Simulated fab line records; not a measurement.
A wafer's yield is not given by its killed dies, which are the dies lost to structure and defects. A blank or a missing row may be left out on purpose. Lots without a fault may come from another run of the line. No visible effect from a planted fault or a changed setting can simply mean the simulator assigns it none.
Commonality check across tools | flow sky130 | 39 wafers sampled across 13 lots

== WHY IT WAS OPENED ==
Flagged at SKY_SD_P_CD_MEAS_07: reading cd nm, on 2 of 13 lots. Wafers without a fault read 379.8 nm, standard deviation 2.3.
Rule: flag the lot when none of its wafers has a number, or when each of its wafers that has one lies beyond 4 standard deviations from that mean. The other lots count as sound.

lot  | measured     | on        | cd nm (nm), wafer by wafer | flag
L726 | day 25 17:32 | cd sem-02 | 382.6 383.0 381.9          |
L728 | day 26 05:31 | cd sem-01 | 374.8 376.1 375.8          |
L729 | day 26 17:13 | cd sem-02 | 377.5 374.8 378.3          |
L730 | day 27 09:47 | cd sem-02 | 383.1 384.4 379.2          |
L732 | day 27 17:21 | cd sem-01 | 380.9 380.8 382.8          |
L736 | day 29 07:32 | cd sem-02 | 365.8 369.4 366.9          | FLAGGED
L737 | day 29 12:46 | cd sem-02 | 369.1 369.5 367.7          | FLAGGED
L742 | day 31 16:15 | cd sem-01 | 381.0 378.5 382.7          |
L743 | day 31 23:05 | cd sem-01 | 378.9 376.0 376.1          |
L746 | day 32 08:26 | cd sem-02 | 379.4 377.6 379.3          |
L747 | day 32 16:30 | cd sem-01 | 378.5 378.0 379.0          |
L748 | day 33 05:05 | cd sem-01 | 382.9 382.8 380.6          |
L749 | day 33 06:59 | cd sem-02 | 383.4 382.6 381.9          |
Average over the flagged lots: 368.1 nm; offset from the usual -11.7 nm, equal to -5 standard deviations.

== WHICH TOOL EACH LOT WENT THROUGH ==
The record keeps 1 process step preceding the reading, out of 708 steps on the route. Read each cell as the tool, then ch plus the chambers that the sampled wafers visited, then the start.
lot  | flag    | SKY_SD_P_DEVELOP_06
L726 |         | litho track-01 ch 0, day 25 17:23
L728 |         | litho track-04 ch 0, day 26 05:22
L729 |         | litho track-02 ch 0, day 26 17:04
L730 |         | litho track-04 ch 0, day 27 09:38
L732 |         | litho track-02 ch 0, day 27 17:12
L736 | FLAGGED | litho track-04 ch 0, day 29 07:23
L737 | FLAGGED | litho track-04 ch 0, day 29 12:37
L742 |         | litho track-01 ch 0, day 31 16:06
L743 |         | litho track-01 ch 0, day 31 22:56
L746 |         | litho track-01 ch 0, day 32 08:17
L747 |         | litho track-02 ch 0, day 32 16:21
L748 |         | litho track-01 ch 0, day 33 04:56
L749 |         | litho track-04 ch 0, day 33 06:50
What these steps do:
- SKY_SD_P_DEVELOP_06: develop time 60 s.
- SKY_SD_P_CD_MEAS_07: target cd 380 nm.

== FLAGGED OVER TOTAL, TOOL BY TOOL (the gauges that took the reading come last) ==
step                | tool           | lots run | flagged | share of the flagged lots | sound lots run after its first flagged lot
SKY_SD_P_DEVELOP_06 | litho track-01 | 5        | 0       | none                      | -
SKY_SD_P_DEVELOP_06 | litho track-02 | 3        | 0       | none                      | -
SKY_SD_P_DEVELOP_06 | litho track-04 | 5        | 2       | all                       | 1 (L749)
SKY_SD_P_CD_MEAS_07 | cd sem-01      | 6        | 0       | none                      | -
SKY_SD_P_CD_MEAS_07 | cd sem-02      | 7        | 2       | all                       | 2 (L746,L749)

== WHAT THE TABLE ALLOWS ==
In 2 table rows, all flagged lots were run: litho track-04 (SKY_SD_P_DEVELOP_06), cd sem-02 (SKY_SD_P_CD_MEAS_07).
- litho track-04 at SKY_SD_P_DEVELOP_06: 2 of its 5 lots flagged. After the first flagged lot (L749), sound lots still ran on it; a lasting fault on the whole tool would not permit that.
- cd sem-02 at SKY_SD_P_CD_MEAS_07: 2 of its 7 lots flagged. After the first flagged lot (L746, L749), sound lots still ran on it; a lasting fault on the whole tool would not permit that.
Not one row of the table ran every flagged lot while running no sound lot after the first.

== WHAT HAD BEEN PUT IN BY THE SIMULATOR ==
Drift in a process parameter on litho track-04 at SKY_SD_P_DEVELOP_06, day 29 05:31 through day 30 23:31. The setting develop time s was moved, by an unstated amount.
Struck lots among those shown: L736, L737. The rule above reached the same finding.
